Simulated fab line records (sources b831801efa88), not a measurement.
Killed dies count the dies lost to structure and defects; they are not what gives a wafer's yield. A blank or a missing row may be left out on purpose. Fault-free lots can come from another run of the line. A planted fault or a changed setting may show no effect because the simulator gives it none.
Split-lot experiment :: flow sfq-line :: 17 wafers read from 5 lots, route of 325 steps

THE SPLIT
At SFQ_TRILAYER_M4_LITHO_COAT_098 (resist thk 62 nm), the setting resist-thk-nm was moved away from the recipe's 62 nm on 6 of the 17 wafers read, by -2.2% to +2.1%. This setting was run at the recipe's value on the other wafers.

FROM THE SPLIT TO THE READING: what the file shows between them, 3 steps
- SFQ_TRILAYER_M4_LITHO_COAT_093: resist thk 600 nm
- SFQ_TRILAYER_M4_LITHO_SOFTBAKE_097
- SFQ_TRILAYER_M4_LITHO_DEVELOP_095: time 60 s

THE READING
etch.depth-nm (the simulator's own value, which no gauge read), in nm, at SFQ_TRILAYER_M4_BARC_OPEN_METAL_ETCH_123 (etches BARC in O2, target depth 125 nm, time 41.7 s). No usual value for it is given in the file. Average 62.02 nm, standard deviation 0.15 nm, over the 11 wafers here run with the recipe.

wafer: L074.1
tool, chamber at the split: litho-track-03, 0
resist-thk-nm as run, nm: 63.29
against the recipe: +2.1%
etch.depth-nm, nm: 62.99
against lot-mates on the recipe: no lot-mate on the recipe

wafer: L074.3
tool, chamber at the split: litho-track-03, 0
resist-thk-nm as run, nm: 63.29
against the recipe: +2.1%
etch.depth-nm, nm: 63.2
against lot-mates on the recipe: no lot-mate on the recipe

wafer: L075.1
tool, chamber at the split: litho-track-04, 0
resist-thk-nm as run, nm: 62
against the recipe: recipe
etch.depth-nm, nm: 62.27
against lot-mates on the recipe: -

wafer: L075.2
tool, chamber at the split: litho-track-04, 0
resist-thk-nm as run, nm: 62.93
against the recipe: +1.5%
etch.depth-nm, nm: 63.15
against lot-mates on the recipe: +0.93

wafer: L075.3
tool, chamber at the split: litho-track-04, 0
resist-thk-nm as run, nm: 62.93
against the recipe: +1.5%
etch.depth-nm, nm: 63.15
against lot-mates on the recipe: +0.93

wafer: L075.4
tool, chamber at the split: litho-track-04, 0
resist-thk-nm as run, nm: 62
against the recipe: recipe
etch.depth-nm, nm: 62.26
against lot-mates on the recipe: -

wafer: L075.6
tool, chamber at the split: litho-track-04, 0
resist-thk-nm as run, nm: 62
against the recipe: recipe
etch.depth-nm, nm: 62.14
against lot-mates on the recipe: -

wafer: L076.3
tool, chamber at the split: litho-track-04, 0
resist-thk-nm as run, nm: 62
against the recipe: recipe
etch.depth-nm, nm: 61.92
against lot-mates on the recipe: -

wafer: L076.4
tool, chamber at the split: litho-track-04, 0
resist-thk-nm as run, nm: 62
against the recipe: recipe
etch.depth-nm, nm: 61.96
against lot-mates on the recipe: -

wafer: L076.6
tool, chamber at the split: litho-track-04, 0
resist-thk-nm as run, nm: 62
against the recipe: recipe
etch.depth-nm, nm: 62.04
against lot-mates on the recipe: -

wafer: L081.1
tool, chamber at the split: litho-track-01, 0
resist-thk-nm as run, nm: 62
against the recipe: recipe
etch.depth-nm, nm: 62.01
against lot-mates on the recipe: -

wafer: L081.3
tool, chamber at the split: litho-track-01, 0
resist-thk-nm as run, nm: 62
against the recipe: recipe
etch.depth-nm, nm: 61.79
against lot-mates on the recipe: -

wafer: L084.1
tool, chamber at the split: litho-track-04, 0
resist-thk-nm as run, nm: 62
against the recipe: recipe
etch.depth-nm, nm: 61.85
against lot-mates on the recipe: -

wafer: L084.2
tool, chamber at the split: litho-track-04, 0
resist-thk-nm as run, nm: 62
against the recipe: recipe
etch.depth-nm, nm: 62.02
against lot-mates on the recipe: -

wafer: L084.3
tool, chamber at the split: litho-track-04, 0
resist-thk-nm as run, nm: 60.61
against the recipe: -2.2%
etch.depth-nm, nm: 60.78
against lot-mates on the recipe: -1.15

wafer: L084.4
tool, chamber at the split: litho-track-04, 0
resist-thk-nm as run, nm: 60.61
against the recipe: -2.2%
etch.depth-nm, nm: 60.61
against lot-mates on the recipe: -1.32

wafer: L084.5
tool, chamber at the split: litho-track-04, 0
resist-thk-nm as run, nm: 62
against the recipe: recipe
etch.depth-nm, nm: 61.92
against lot-mates on the recipe: -

THE FIT
A straight line over all 17 wafers: etch.depth-nm changes by +0.594 nm for each +1% of resist-thk-nm; r = +0.97; the points scatter about the line by 0.17 nm.
The same after taking each lot's own level away (the mean of its wafers on the recipe; 15 wafers): +0.573 nm for each +1%; r = +0.99; scatter 0.079 nm.
On that fit, the largest move of resist-thk-nm shifts the reading by 1.3 nm.
Across the lots, their own levels run from 61.900 to 62.223 nm, a range of 2.2 times the standard deviation given above.
The two slopes are in agreement: the lot-to-lot level therefore moves the slope only a little.
Check: -1.34 nm against its lot-mates is what the line predicts for one of the wafers moved furthest among these (-2.2%) when that wafer is left out of the fit. Against them it came out at -1.15 nm.

FURTHER SPLITS ON THESE WAFERS
These wafers also went through other splits before the reading. Each is held against what the fit with the lots' levels taken away leaves over:
other split on the same wafers: SFQ_TRILAYER_M2_LITHO_PEB_060 peb-time-s
wafers away from the commonest value: 6
r with etch.depth-nm (lot level and that fit taken away): -0.29

other split on the same wafers: SFQ_TRILAYER_I2_VIA_LITHO_COAT_072 resist-thk-nm
wafers away from the commonest value: 5
r with etch.depth-nm (lot level and that fit taken away): -0.03

other split on the same wafers: SFQ_TRILAYER_I2_VIA_LITHO_EXPOSE_068 dose-mj
wafers away from the commonest value: 3
r with etch.depth-nm (lot level and that fit taken away): +0.07

other split on the same wafers: SFQ_TRILAYER_M3_LITHO_COAT_075 resist-thk-nm
wafers away from the commonest value: 6
r with etch.depth-nm (lot level and that fit taken away): +0.27

other split on the same wafers: SFQ_TRILAYER_I3_VIA_LITHO_COAT_090 spin-rpm
wafers away from the commonest value: 8
r with etch.depth-nm (lot level and that fit taken away): +0.37

other split on the same wafers: SFQ_TRILAYER_I3_VIA_LITHO_EXPOSE_086 dose-mj
wafers away from the commonest value: 6
r with etch.depth-nm (lot level and that fit taken away): +0.32

THE WHOLE CHAIN: every reading that the file lists as answering this split, in the file's order
step: SFQ_TRILAYER_M4_LITHO_COAT_098
what it does: resist thk 62 nm
reading: BARC_of_TRILAYER_M4_LITHO_COAT_098.thk-nm (the simulator's own value, which no gauge read)
change (the file's fit): +0.584 nm for each +1% of the setting
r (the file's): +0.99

step: SFQ_TRILAYER_M4_BARC_OPEN_METAL_ETCH_123
what it does: etches BARC in O2, target depth 125 nm, time 41.7 s
reading: etch.depth-nm (the simulator's own value, which no gauge read)
change (the file's fit): +0.572 nm for each +1% of the setting
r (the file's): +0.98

THE FILE'S OWN FIT
etch.depth-nm changes by +0.572 nm for each +1% of resist-thk-nm, r = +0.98.
